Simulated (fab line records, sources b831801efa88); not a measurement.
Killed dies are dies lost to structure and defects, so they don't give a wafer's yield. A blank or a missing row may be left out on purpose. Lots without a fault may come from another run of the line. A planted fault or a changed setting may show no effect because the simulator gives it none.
Which tool did it? | flow sky130 | 12 lots, 36 wafers sampled, at 6 steps of a route of 708

WHAT THE GAUGES READ, wafer by wafer
SKY_NWELL_TW_MEAS_26.
lot  | measured     | on            | NWELL_2_TW
L911 | day 5 21:06  | film_metro-02 | 507 507 506
L912 | day 5 21:42  | film_metro-03 | 497 498 499
L916 | day 6 18:44  | film_metro-04 | 494 495 493
L922 | day 8 12:05  | film_metro-03 | 495 494 495
L925 | day 9 06:47  | film_metro-04 | 497 497 494
L926 | day 9 12:44  | film_metro-03 | 495 493 494
L927 | day 9 14:13  | film_metro-02 | 501 501 502
L928 | day 9 20:14  | film_metro-04 | 498 498 497
L929 | day 10 05:42 | film_metro-02 | 508 503 506
L930 | day 10 11:52 | film_metro-04 | 496 496 499
L931 | day 10 16:35 | film_metro-04 | 496 495 497
L932 | day 10 20:38 | film_metro-02 | 510 504 503

SKY_VT_ADJUST_LVTN_OVL_MEAS_18.
lot  | measured     | on         | VT_ADJUST_LVTN_01_OVL (nm)
L911 | day 8 06:55  | overlay-02 | 3.9 3.3 4.0
L912 | day 8 07:54  | overlay-01 | -0.6 0.9 2.2
L916 | day 9 08:47  | overlay-02 | - - -
L922 | day 11 07:27 | overlay-01 | 1.0 -0.7 -1.3
L925 | day 12 04:14 | overlay-01 | 0.6 -0.5 0.6
L926 | day 12 11:16 | overlay-02 | 2.6 1.2 2.2
L927 | day 12 13:01 | overlay-01 | 0.8 2.4 1.2
L928 | day 12 20:01 | overlay-01 | 1.4 2.7 4.1
L929 | day 13 07:04 | overlay-02 | 3.4 0.1 1.4
L930 | day 13 13:43 | overlay-01 | 0.8 2.1 0.9
L931 | day 13 19:43 | overlay-01 | 2.7 1.9 0.6
L932 | day 14 01:05 | overlay-02 | -0.3 0.0 -2.0

SKY_VT_ADJUST_LVTN_TW_MEAS_21.
lot  | measured     | on            | VT_ADJUST_LVTN_2_TW
L911 | day 8 07:12  | film_metro-03 | 188.5 188.3 187.9
L912 | day 8 08:11  | film_metro-02 | 191.3 190.6 189.9
L916 | day 9 09:05  | film_metro-01 | 30.2 30.3 30.1
L922 | day 11 07:45 | film_metro-03 | 187.4 189.1 187.4
L925 | day 12 04:31 | film_metro-01 | 189.9 190.8 190.3
L926 | day 12 11:32 | film_metro-01 | 191.4 191.0 191.2
L927 | day 12 13:18 | film_metro-02 | 191.9 191.2 190.9
L928 | day 12 20:19 | film_metro-03 | 190.9 190.6 191.1
L929 | day 13 07:22 | film_metro-02 | 189.7 189.7 190.0
L930 | day 13 13:59 | film_metro-01 | 190.2 191.2 191.0
L931 | day 13 19:59 | film_metro-01 | 190.5 190.8 190.7
L932 | day 14 01:23 | film_metro-03 | 187.9 189.1 187.8

SKY_POLY_GATE_OVL_MEAS_14.
lot  | measured     | on         | POLY_GATE_OVL (nm)
L911 | day 17 05:39 | overlay-01 | 0 2 2
L912 | day 17 05:56 | overlay-01 | -1 0 0
L916 | day 18 17:11 | overlay-02 | -2 6 6
L922 | day 21 06:23 | overlay-02 | 16 4 8
L925 | day 22 07:59 | overlay-02 | 8 1 6
L926 | day 22 16:56 | overlay-01 | 3 9 7
L927 | day 22 19:32 | overlay-01 | -4 0 3
L928 | day 23 02:08 | overlay-02 | 3 -1 -5
L929 | day 23 13:45 | overlay-02 | 10 8 3
L930 | day 23 18:32 | overlay-01 | -4 -3 -1
L931 | day 24 04:23 | overlay-01 | 7 3 -3
L932 | day 24 07:44 | overlay-01 | 17 16 15

WHICH TOOL RAN EACH LOT (tool, then ch and the chambers of the sampled wafers, then the start)
lot  | SKY_VT_ADJUST_LVTN_STRIP_09          | SKY_VT_ADJUST_LVTN_EXPOSE_15
L911 | plasma_asher-01 ch 0,1, day 7 11:20  | iline_stepper-02 ch 0, day 7 21:16
L912 | plasma_asher-02 ch 0,1, day 7 11:39  | iline_stepper-02 ch 0, day 7 21:56
L916 | plasma_asher-02 ch 0,1, day 8 11:08  | iline_stepper-01 ch 0, day 8 21:58
L922 | plasma_asher-04 ch 0,1, day 10 08:23 | iline_stepper-01 ch 0, day 10 19:58
L925 | plasma_asher-02 ch 0,1, day 11 04:25 | iline_stepper-01 ch 0, day 11 16:31
L926 | plasma_asher-02 ch 0,1, day 11 11:07 | iline_stepper-02 ch 0, day 11 23:26
L927 | plasma_asher-04 ch 0,1, day 11 12:29 | iline_stepper-01 ch 0, day 12 01:19
L928 | plasma_asher-04 ch 0,1, day 11 19:59 | iline_stepper-02 ch 0, day 12 08:15
L929 | plasma_asher-02 ch 0,1, day 12 05:47 | iline_stepper-02 ch 0, day 12 18:26
L930 | plasma_asher-02 ch 0,1, day 12 12:05 | iline_stepper-02 ch 0, day 13 01:19
L931 | plasma_asher-04 ch 0,1, day 12 17:32 | iline_stepper-02 ch 0, day 13 06:46
L932 | plasma_asher-04 ch 0,1, day 12 23:01 | iline_stepper-01 ch 0, day 13 12:24
- SKY_VT_ADJUST_LVTN_STRIP_09: strips in O2/N2.
- SKY_VT_ADJUST_LVTN_EXPOSE_15: exposes mask HVN STD DERIVED, target cd 600 nm.

WHAT THE TOOLS THEMSELVES READ (means of the sampled wafers that have a number; where no wafer has one, the mark that the record gives instead)
SKY_VT_ADJUST_LVTN_STRIP_09.
lot  | tool            | drypump_motor_current_A (A) | oes_product_au (a.u.) | strip_time_to_endpoint_s (s)
L911 | plasma_asher-01 | 5.8                         | 0.721                 | 37.01
L912 | plasma_asher-02 | 6.0                         | 0.724                 | 36.97
L916 | plasma_asher-02 | 5.4                         | 0.724                 | 36.99
L922 | plasma_asher-04 | 6.4                         | 0.721                 | 36.73
L925 | plasma_asher-02 | 5.4                         | 0.721                 | 36.90
L926 | plasma_asher-02 | 5.4                         | 0.721                 | 36.72
L927 | plasma_asher-04 | 6.4                         | 0.718                 | 36.86
L928 | plasma_asher-04 | 6.4                         | 0.728                 | 36.91
L929 | plasma_asher-02 | 6.0                         | 0.723                 | 37.05
L930 | plasma_asher-02 | 5.5                         | 0.720                 | 36.93
L931 | plasma_asher-04 | 6.4                         | 0.722                 | 36.87
L932 | plasma_asher-04 | 6.5                         | 0.725                 | 36.89

THE ANSWER, worked out from the rows above alone
Rule: what is usual is taken from the lots themselves. Put in order of their means at a reading, lots are off if they are a third of the lots or fewer, leave a main group of 4 or more, and stand apart from it by a gap of 3 or more times the standard deviation of the main group's means; of several such gaps the widest counts. A main group whose means are all the same, to the digits that the tables above print for the reading, isn't used. A lot without any number at a reading at which 4 lots or more have one is off too. The other lots that the step has rows for count as sound. The gauges are gone through in route order, then the tools' own readings, and for those a lot's mean is taken as printed above. The first step at which some lot is off is used, and at that step the reading that is off furthest; a lot without a number counts as furthest.
Off: L916, at SKY_VT_ADJUST_LVTN_OVL_MEAS_18 (VT_ADJUST_LVTN_01_OVL). Without a number there: L916. The main group: mean 1.3 nm, standard deviation 1.2.
A tool fits if, at a process step before that reading, it ran every lot that is off, and no sound lot after the first of them. The gauges at SKY_VT_ADJUST_LVTN_OVL_MEAS_18 aren't tried: what is off there is off at SKY_VT_ADJUST_LVTN_TW_MEAS_21 too, on other tools, and a gauge's error can't cause that. None of those tried fits.

WHAT THE SIMULATOR HAD PUT IN
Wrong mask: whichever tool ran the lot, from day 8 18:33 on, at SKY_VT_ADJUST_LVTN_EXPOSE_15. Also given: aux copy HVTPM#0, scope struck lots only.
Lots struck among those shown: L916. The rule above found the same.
